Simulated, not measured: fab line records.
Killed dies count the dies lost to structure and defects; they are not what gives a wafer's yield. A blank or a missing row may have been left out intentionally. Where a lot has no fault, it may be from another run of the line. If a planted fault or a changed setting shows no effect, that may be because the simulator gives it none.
A struck lot beside a sound one :: flow sky130 :: 31 steps out of a route of 708
Sound: the wafers L931.1, L931.4, L931.5. Struck: wafer L947.4 (L947.3, L947.6, from the same lot, were not struck and are left out); the cause is given at the end.
Each step with rows lists, per side, the tool, then ch with its chambers, then its first start. Under that, the readings that differ: sound wafers :: struck wafers :: difference of the means :: sigmas: that difference in standard deviations of wafers without a fault.
alike: words and numbers the same on both sides, and readings whose means are apart by under 2 such deviations; not compared: readings that were withheld, readings missing a value for some wafer, numbers with overlapping values and no deviation given by the record, and bounds like >300 which may hide the same value.
Wherever a step has rows on one side only, a row that says differs or no value, or a row with sigmas, the two part there. When numbers do not overlap yet have no deviation, they are printed without sigmas and do not part them. Lack of a reading on every wafer of one side parts them only where that side has two or more wafers.

SKY_LI_CONTACT_OVL_MEAS_13:
  sound: overlay-02 at day 29 07:02; struck: overlay-02 at day 34 18:52
reading: LI_CONTACT_OVL (nm)
sound: 3 14 -2
struck: -10
difference: -15
sigmas: -3
SKY_LI_CONTACT_ETCH_14: etches BARC in N2/H2, stops on SiO2, time 45.9 s, target depth 60 nm.
  sound on rie-diel-04 ch 0,1,3, day 29 07:05; struck on rie-diel-04 ch 3, day 34 18:53
  alike: bias-w, drypump-motor-current-A, oes-product-au, throttle-valve-pct
  not compared: rf-hours-counter-h
SKY_LI_CONTACT_ETCH_15: etches PSG in C4F8/O2/Ar, stops on Si, target depth 600 nm.
  sound on rie-diel-04 ch 0,3, day 29 07:07; struck on rie-diel-04 ch 3, day 34 18:55
  alike: bias-w, oes-product-au
SKY_LI_CONTACT_STRIP_16: strips in O2/N2.
  sound on plasma-asher-04 ch 0,1, day 29 07:13; struck on plasma-asher-04 ch 0, day 34 19:02
reading: oes-product-au (a.u.)
sound: 0.377 0.380 0.379
struck: 0.393
difference: +0.014
sigmas: +3
  alike: drypump-motor-current-A, strip-time-to-endpoint-s
  not compared: rf-hours-counter-h
then, 2 steps without rows for these wafers: SKY_LI_CONTACT_CLEAN_17 (cleans in NMP, time 600 s); SKY_LI_CONTACT_PRE_CLEAN_18 (time 5.6 s).
SKY_LI_CONTACT_SPUTTER_19: material Ti, target thk 20 nm, time 106.37 s.
  sound: pvd-sputter-01 at day 29 07:30; struck: pvd-sputter-01 at day 34 19:19
  alike: cathode-dc-power-W, throttle-valve-pct
then, 2 steps without rows for these wafers: SKY_LI_CONTACT_SPUTTER_20 (material TiN, target thk 20 nm, time 80 s); SKY_LI_CONTACT_CVD_21 (deposits W, target thk 400 nm, time 120.56 s).
SKY_LI_CONTACT_RS_MEAS_22: a four-point-probe measurement.
  sound: film-metro-04 at day 29 07:46; struck: film-metro-01 at day 34 19:37
reading: LI_CONTACT_W_RS (ohm/sq)
sound: 0.289 0.288 0.293
struck: 0.280
difference: -0.010
sigmas: -3
SKY_LI_CONTACT_THK_MEAS_23: measures by xrf.
  sound: film-metro-04 at day 29 07:53; struck: film-metro-01 at day 34 19:43
reading: LI_CONTACT_W_THK (nm)
sound: 412 407 400
struck: 421
difference: +15
sigmas: +2
then, 1 step without rows for these wafers: SKY_LI_CONTACT_CMP_24 (polishes, stops on PSG, t overpolish 20 s, target thk 0 nm).
SKY_LOCAL_INTERCONNECT_SPUTTER_00: material TiN, target thk 100 nm, time 83.3 s.
  sound: pvd-sputter-04 at day 29 08:14; struck: pvd-sputter-04 at day 34 20:04
reading: model.TiN_of_LOCAL_INTERCONNECT_SPUTTER_00.thk-nm (nm)
sound: 100.8 101.3 99.23
struck: 126.5
difference: +26.1
sigmas: 
  alike: cathode-dc-power-W, throttle-valve-pct
SKY_LOCAL_INTERCONNECT_RS_MEAS_01: a four-point-probe measurement.
  sound: film-metro-02 at day 29 08:19; struck: film-metro-02 at day 34 20:10
reading: LOCAL_INTERCONNECT_TIN_RS (ohm/sq)
sound: 14.06 13.96 14.27
struck: 11.08
difference: -3.02
sigmas: -17
SKY_LOCAL_INTERCONNECT_THK_MEAS_02: measures by xrf.
  sound: film-metro-02 at day 29 08:26; struck: film-metro-02 at day 34 20:16
reading: LOCAL_INTERCONNECT_TIN_THK (nm)
sound: 99.7 100.3 98.0
struck: 124.3
difference: +25.0
sigmas: +23
then, 8 steps without rows for these wafers: SKY_LOCAL_INTERCONNECT_DEHYDRATE_03 (time 60 s); SKY_LOCAL_INTERCONNECT_HMDS_04 (prime time 60 s); SKY_LOCAL_INTERCONNECT_COAT_05 (resist thk 60 nm); SKY_LOCAL_INTERCONNECT_COAT_06 (resist thk 450 nm); SKY_LOCAL_INTERCONNECT_SOFTBAKE_07 (time 90 s); SKY_LOCAL_INTERCONNECT_EXPOSE_08 (exposes mask LI1M, target cd 170 nm); SKY_LOCAL_INTERCONNECT_PEB_09; SKY_LOCAL_INTERCONNECT_DEVELOP_10 (develop time 60 s).
SKY_LOCAL_INTERCONNECT_CD_MEAS_11: target cd 170 nm.
  sound: cd-sem-02 at day 30 13:13; struck: cd-sem-02 at day 35 22:42
  alike: cd-nm
SKY_LOCAL_INTERCONNECT_OVL_MEAS_12:
  sound: overlay-02 at day 30 13:20; struck: overlay-01 at day 35 22:47
  alike: LOCAL_INTERCONNECT_OVL
then, 1 step without rows for these wafers: SKY_LOCAL_INTERCONNECT_ETCH_13 (etches BARC in N2/H2, stops on SiO2, time 45.9 s, target depth 60 nm).
SKY_LOCAL_INTERCONNECT_METAL_ETCH_14: etches TiN in Cl2/BCl3, stops on PSG, target depth 110 nm, time 30.26 s.
  sound on rie-metal-04 ch 0,1, day 30 13:26; struck on rie-metal-01 ch 0, day 35 22:54
reading: oes-product-au (a.u.)
sound: 0.961 0.967 0.953
struck: 1.008
difference: +0.048
sigmas: +6

reading: throttle-valve-pct (%)
sound: 21.875 21.883 21.885
struck: 21.846
difference: -0.035
sigmas: -4
  alike: bias-w, drypump-motor-current-A
  not compared: rf-hours-counter-h
SKY_LOCAL_INTERCONNECT_STRIP_15: strips in O2/N2.
  sound on plasma-asher-01 ch 0,1, day 30 13:29; struck on plasma-asher-02 ch 1, day 35 22:58
reading: strip-time-to-endpoint-s (s)
sound: 4.780 4.752 4.807
struck: 4.693
difference: -0.087
sigmas: -3
  alike: drypump-motor-current-A, oes-product-au
  not compared: rf-hours-counter-h
SKY_LOCAL_INTERCONNECT_STRIP_16: strips in post etch residue remover, time 1200 s.
  sound on wet-bench-02 ch 2, day 30 13:35; struck on wet-bench-02 ch 1, day 35 23:02
reading: model.TiN_of_LOCAL_INTERCONNECT_SPUTTER_00.thk-nm (nm)
sound: 100.4 100.9 98.81
struck: 126.1
difference: +26.1
sigmas: 
then, 2 steps without rows for these wafers: SKY_LOCAL_INTERCONNECT_CLEAN_17 (cleans in IPA, time 180 s); SKY_PAD_OPEN_PROBE_99.

WHERE THEY PART
First at SKY_LI_CONTACT_OVL_MEAS_13; last, within this record, at SKY_LOCAL_INTERCONNECT_STRIP_15.

WHY: what had been put in by the simulator
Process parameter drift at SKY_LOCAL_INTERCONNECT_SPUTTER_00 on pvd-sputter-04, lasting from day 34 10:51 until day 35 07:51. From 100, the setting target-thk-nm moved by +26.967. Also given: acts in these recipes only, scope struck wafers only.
